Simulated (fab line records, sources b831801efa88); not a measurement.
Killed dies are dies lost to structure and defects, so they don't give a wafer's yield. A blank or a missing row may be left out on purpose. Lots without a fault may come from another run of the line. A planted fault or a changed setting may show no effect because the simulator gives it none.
fab line records | flow sky130
record lots=12 wafers=36 last_day=50
route steps=708 shown FIELD_ISO@18 DNWELL@43 NWELL@66
lots that met no fault: from a run of the same line without faults
start_h: hours from the record's first day to the start of the lot's first wafer shown | wait_h: hours since the lot's step before | " the same as in the row above | L1.1+2: a row that stands for several wafers | - no value, or no start given | * or withheld: withheld | < > ~ a bound
route shown NAME@n: a module of which the file shows steps, and the number in the route of the first | usual: mean/standard deviation of fault-free wafers | same: alike in all rows | chamber/n: place in a boat | sites: the reading at each site | _std_site: their standard deviation | _edge_site: outer sites' mean less inner sites' | radius_mm: how far each site lies from the wafer's centre | mask NAME#n: copy n | behind: the tool/chamber that last shaped the wafer | hold: why the lot was held/for how many hours/how that ended | device: the transistor (n, p or np) that didn't switch | end of line: the same wafers' tests at the end of the route | a step without rows: its recipe alone | killed: dies lost to structure and defects at the first sort, not the wafer's yield | map: a wafer's dies, x killed, . not, _ none there
set.NAME: the setting as run; set.NAME@STEP: as run at that earlier step | model.NAME: the simulator's own value behind a step, which no gauge read
steps of the route over a sample of lots; a table a step, a row a wafer
services: from which hour (start_h, from the record's first day; less than 0 if before it) a tool's chamber was out of use, for how many hours, and why
## steps
# step SKY_FIELD_ISO_ETCH_17
# recipe target_depth_a=3420 mask_material=Si3N4 chemistry=HBr/Cl2/O2 target=Si taper_deg=5 icp_w=589.4 bias_w=150 pressure_mtorr=15 HBr_flow_sccm=150 Cl2_flow_sccm=40 O2_flow_sccm=6 time_s=97.7
# usual drypump_motor_current_A=5.7/0.48 oes_product_au=0.994/0.0067 throttle_valve_pct=25.658/0.01
# columns lot.wafer tool chamber start_h wait_h drypump_motor_current_A oes_product_au rf_hours_counter_h throttle_valve_pct
L812.1 rie_si-02 2 31.17 0.1 6.4 0.991 107 25.661
L812.2 " 3 " " 5.3 0.989 125 25.668
L812.4 " 1 " " 5.6 1.004 3 25.647
L814.1 rie_si-02 0 39.80 0.1 5.3 0.987 53 25.666
L814.2 " 1 " " 5.6 0.991 3 25.667
L814.6 " 2 " " 6.4 0.995 - 25.659
L816.1 rie_si-01 2 51.87 0.1 5.3 0.998 149 25.668
L816.5 " 0 " " 5.2 0.998 - 25.650
L816.6 " 1 " " 6.4 0.994 - 25.663
L817.3 rie_si-01 3 55.18 0.0 5.8 0.991 3 25.670
L817.5 " 1 " " 6.4 1.000 - 25.662
L817.6 " 0 " " 5.1 0.996 - 25.659
L818.4 rie_si-02 3 59.82 0.0 5.3 0.991 125 25.641
L818.5 " 0 " " 5.3 1.001 - 25.670
L818.6 " 1 " " 5.6 1.008 - 25.651
L823.3 rie_si-01 1 86.50 0.0 6.4 0.996 2 25.660
L823.4 " 3 " " 5.8 0.987 - 25.658
L823.6 " 1 " " 6.4 0.990 - 25.651
L826.1 rie_si-01 1 103.17 0.1 6.4 1.004 2 25.656
L826.2 " 0 " " 5.2 0.991 1 25.656
L826.4 " 3 " " 5.8 0.982 - 25.682
L828.2 rie_si-02 1 114.06 0.1 5.6 0.994 4 25.644
L828.4 " 1 " " 5.6 0.989 - 25.647
L828.5 " 3 " " 5.3 0.992 - 25.680
L832.1 rie_si-01 3 133.75 0.1 5.8 0.987 4 25.654
L832.5 " 0 " " 5.2 0.991 - 25.658
L832.6 " 3 " " 5.8 0.999 - 25.650
L833.1 rie_si-02 3 140.06 0.1 5.4 0.998 126 25.654
L833.3 " 2 " " 6.4 0.995 108 25.667
L833.6 " 0 " " 5.3 0.994 - 25.657
L834.1 rie_si-01 0 145.55 0.1 5.1 0.994 2 25.646
L834.5 " 0 " " 5.2 0.994 - 25.662
L834.6 " 1 " " 6.4 0.998 - 25.650
L835.2 rie_si-01 0 149.35 0.1 5.2 1.003 2 25.662
L835.5 " 2 " " 5.3 0.982 - 25.652
L835.6 " 1 " " 6.4 0.991 - 25.654
# step SKY_DNWELL_STRIP_08
# recipe chemistry=O2/N2 power_w=1400 pressure_mtorr=1500 platen_temp_c=withheld o2_flow_sccm=3000 n2_flow_sccm=300 overash_fraction=0.5
# usual drypump_motor_current_A=5.76/0.11 oes_product_au=0.722/0.0039 strip_time_to_endpoint_s=36.89/0.099
# columns lot.wafer tool chamber start_h wait_h drypump_motor_current_A oes_product_au rf_hours_counter_h strip_time_to_endpoint_s
L812.1 plasma_asher-04 1 56.83 0.1 5.81 0.717 37 36.70
L812.2 " 0 " " 5.69 0.720 37 36.68
L812.4 " 0 " " 5.71 0.714 - 36.78
L814.1 plasma_asher-04 0 65.76 0.1 5.72 0.723 38 36.84
L814.2 " 1 " " 5.76 0.714 38 36.83
L814.6 " 0 " " 5.70 0.721 - 36.79
L816.1 plasma_asher-04 1 88.94 0.1 5.81 0.720 41 36.95
L816.5 " 1 " " 5.78 0.725 - 36.93
L816.6 " 0 " " 5.70 0.718 - 36.87
L817.3 plasma_asher-02 1 89.00 0.1 5.89 0.724 - 36.89
L817.5 " 1 " " 5.90 0.725 - 37.01
L817.6 " 0 " " 5.54 0.723 - 37.00
L818.4 plasma_asher-02 1 97.32 0.1 5.86 0.726 - 36.84
L818.5 " 0 " " 5.53 0.721 - 36.99
L818.6 " 1 " " 5.89 0.720 - 36.95
L823.3 plasma_asher-04 1 113.95 0.1 5.79 0.719 - 37.05
L823.4 " 0 " " 5.70 0.721 - 37.07
L823.6 " 1 " " 5.77 0.721 - 37.06
L826.1 plasma_asher-01 0 134.98 0.1 5.83 0.713 44 36.71
L826.2 " 1 " " 5.79 0.721 44 36.84
L826.4 " 0 " " 5.83 0.727 - 36.75
L828.2 plasma_asher-02 1 145.06 0.1 5.91 0.716 34 36.85
L828.4 " 0 " " 5.56 0.721 - 36.81
L828.5 " 0 " " 5.56 0.725 - 36.85
L832.1 plasma_asher-01 0 161.34 0.1 5.83 0.722 46 36.66
L832.5 " 0 " " 5.82 0.717 - 36.82
L832.6 " 1 " " 5.77 0.725 - 36.80
L833.1 plasma_asher-01 1 167.89 0.1 5.77 0.720 47 36.91
L833.3 " 0 " " 5.83 0.729 - 36.97
L833.6 " 1 " " 5.79 0.714 - 37.01
L834.1 plasma_asher-02 1 172.39 0.1 5.87 0.724 37 36.97
L834.5 " 1 " " 5.88 0.723 - 36.90
L834.6 " 0 " " 5.57 0.723 - 37.02
L835.2 plasma_asher-02 0 176.84 0.1 5.53 0.727 38 36.83
L835.5 " 0 " " 5.54 0.728 - 36.85
L835.6 " 1 " " 5.86 0.717 - 36.82
# step SKY_DNWELL_TW_MEAS_09
# usual DNWELL_TW=1112/15
# columns lot.wafer tool chamber start_h wait_h DNWELL_TW
L812.1 film_metro-04 - 56.93 0.1 1132
L812.2 " - " " 1132
L812.4 " - " " 1136
L814.1 film_metro-01 - 65.86 0.1 1104
L814.2 " - " " 1106
L814.6 " - " " 1103
L816.1 film_metro-04 - 89.04 0.1 1133
L816.5 " - " " 1129
L816.6 " - " " 1130
L817.3 film_metro-01 - 89.08 0.1 1106
L817.5 " - " " 1104
L817.6 " - " " 1098
L818.4 film_metro-01 - 97.42 0.1 1097
L818.5 " - " " 1092
L818.6 " - " " 1099
L823.3 film_metro-02 - 114.03 0.1 1103
L823.4 " - " " 1102
L823.6 " - " " 1104
L826.1 film_metro-04 - 135.08 0.1 1119
L826.2 " - " " 1123
L826.4 " - " " 1126
L828.2 film_metro-01 - 145.17 0.1 1102
L828.4 " - " " 1102
L828.5 " - " " 1106
L832.1 film_metro-04 - 161.44 0.1 1129
L832.5 " - " " 1131
L832.6 " - " " 1134
L833.1 film_metro-01 - 167.99 0.1 1108
L833.3 " - " " 1093
L833.6 " - " " 1095
L834.1 film_metro-02 - 172.49 0.1 1093
L834.5 " - " " 1094
L834.6 " - " " 1095
L835.2 film_metro-04 - 176.95 0.1 1124
L835.5 " - " " 1123
L835.6 " - " " 1120
# step SKY_NWELL_IMPLANT_13
# recipe species=P energy_kev=50 dose_cm2=7e+11 tilt_deg=withheld
# usual dose_ions_cm2=7e+11/7.4e+08 faraday_current_uA=3.95/0.08
# same implant_ion_amu=31
# columns lot.wafer tool chamber start_h wait_h dose_ions_cm2 faraday_current_uA
L812.1 implanter-04 0 89.12 0.1 6.99e+11 4.13
L812.2 " 0 " " 7.001e+11 3.93
L812.4 " 0 " " 6.998e+11 4.01
L814.1 implanter-04 0 98.75 0.1 6.987e+11 4.00
L814.2 " 0 " " 6.991e+11 3.88
L814.6 " 0 " " 6.999e+11 3.91
L816.1 implanter-01 0 122.57 0.1 7.004e+11 3.87
L816.5 " 0 " " 7.017e+11 3.92
L816.6 " 0 " " 7.015e+11 3.94
L817.3 implanter-04 0 123.73 0.1 4.94e+11 2.84
L817.5 " 0 " " 4.942e+11 2.79
L817.6 " 0 " " 4.932e+11 2.76
L818.4 implanter-04 0 133.66 0.1 4.935e+11 2.84
L818.5 " 0 " " 4.931e+11 2.85
L818.6 " 0 " " 4.933e+11 2.70
L823.3 implanter-02 0 152.25 0.1 6.995e+11 3.93
L823.4 " 0 " " 7.011e+11 3.90
L823.6 " 0 " " 7.002e+11 3.91
L826.1 implanter-01 0 174.90 0.1 6.996e+11 3.90
L826.2 " 0 " " 7e+11 3.95
L826.4 " 0 " " 7.013e+11 4.09
L828.2 implanter-02 0 186.17 0.1 7.005e+11 3.91
L828.4 " 0 " " 7.006e+11 4.07
L828.5 " 0 " " 6.996e+11 3.98
L832.1 implanter-01 0 203.75 0.1 7.009e+11 4.01
L832.5 " 0 " " 7.01e+11 3.96
L832.6 " 0 " " 6.997e+11 3.99
L833.1 implanter-04 0 210.98 0.1 6.987e+11 3.90
L833.3 " 0 " " 6.999e+11 3.86
L833.6 " 0 " " 6.995e+11 4.04
L834.1 implanter-04 0 215.28 0.1 7.003e+11 3.98
L834.5 " 0 " " 7.003e+11 3.91
L834.6 " 0 " " 7.006e+11 4.06
L835.2 implanter-01 0 221.29 0.1 6.997e+11 4.06
L835.5 " 0 " " 6.998e+11 3.98
L835.6 " 0 " " 6.998e+11 3.97
# step SKY_NWELL_RS_MEAS_29
# recipe thk_meas_gauge=four-point-probe
# usual NWELL_RS=627.4/1.9
# columns lot.wafer tool chamber start_h wait_h NWELL_RS[ohm/sq]
L812.1 film_metro-01 - 106.41 0.1 629.0
L812.2 " - " " 627.0
L812.4 " - " " 628.7
L814.1 film_metro-04 - 116.96 0.1 624.6
L814.2 " - " " 626.2
L814.6 " - " " 625.4
L816.1 film_metro-02 - 141.53 0.1 626.7
L816.5 " - " " 626.2
L816.6 " - " " 626.7
L817.3 film_metro-01 - 143.25 0.1 635.7
L817.5 " - " " 637.1
L817.6 " - " " 635.7
L818.4 film_metro-02 - 154.07 0.1 633.5
L818.5 " - " " 632.9
L818.6 " - " " 632.5
L823.3 film_metro-01 - 172.43 0.1 627.4
L823.4 " - " " 627.5
L823.6 " - " " 629.3
L826.1 film_metro-01 - 196.74 0.1 627.5
L826.2 " - " " 629.4
L826.4 " - " " 626.3
L828.2 film_metro-04 - 208.40 0.1 626.4
L828.4 " - " " 625.7
L828.5 " - " " 624.9
L832.1 film_metro-01 - 226.74 0.2 628.0
L832.5 " - " " 625.7
L832.6 " - " " 628.4
L833.1 film_metro-01 - 234.34 0.1 629.6
L833.3 " - " " 629.8
L833.6 " - " " 630.0
L834.1 film_metro-04 - 238.49 0.1 624.6
L834.5 " - " " 625.8
L834.6 " - " " 626.8
L835.2 film_metro-01 - 245.20 0.1 629.2
L835.5 " - " " 629.6
L835.6 " - " " 629.3
## services
# columns tool chamber start_h hours kind
rie_si-02 - 16.10 0.3 repair
rie_si-01 - 26.38 14.6 pm
rie_si-02 - 38.33 0.2 repair
implanter-04 - 45.86 0.6 repair
implanter-02 - 47.82 13.1 pm
implanter-04 - 53.82 4.5 pm
plasma_asher-01 - 54.81 11.4 repair
implanter-02 - 69.95 38.9 repair
implanter-01 - 78.18 3.7 repair
rie_si-01 2 86.46 - clean
rie_si-01 2 86.46 30.0 scheduled_down
rie_si-01 2 86.46 30.0 vent_cycle
rie_si-02 0 109.74 14.8 repair
rie_si-01 - 143.24 0.9 repair
implanter-02 - 153.82 4.1 repair
implanter-04 - 160.26 0.9 repair
plasma_asher-02 - 173.29 0.4 repair
rie_si-02 3 186.22 - clean
rie_si-02 3 186.22 27.6 scheduled_down
rie_si-02 3 186.22 27.6 vent_cycle
implanter-02 - 202.33 3.8 repair
## key
first_sign step=SKY_NWELL_IMPLANT_13 reading=dose_ions_cm2 direction=down sigmas=99+ usual=* struck=*
effect step=SKY_NWELL_IMPLANT_13 reading=faraday_current_uA direction=down sigmas=14 usual=3.95 struck=2.80
effect step=SKY_NWELL_RS_MEAS_29 reading=NWELL_RS direction=up sigmas=3.8 usual=627.4 struck=634.6
met_at SKY_NWELL_IMPLANT_13
struck_lots L817,L818
tester_left_out L817,L818
not_acting_at SKY_FIELD_ISO_ETCH_17,SKY_DNWELL_STRIP_08,SKY_DNWELL_TW_MEAS_09
onset_between 98.75 123.73
fault kind=process_parameter_drift tool=implanter-04 chamber=- onset_h=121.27 steps=SKY_NWELL_IMPLANT_13 channel=dose_cm2 offset=* shape=step end_h=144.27 acts_in=* stated=*
# tester_left_out: of these lots the tester's yield and bins aren't shown, on N5 and GAA mostly nor the transistor test; their killed dies are dies lost to structure and defects alone, not to doping, threshold or leakage, so they don't give the yield
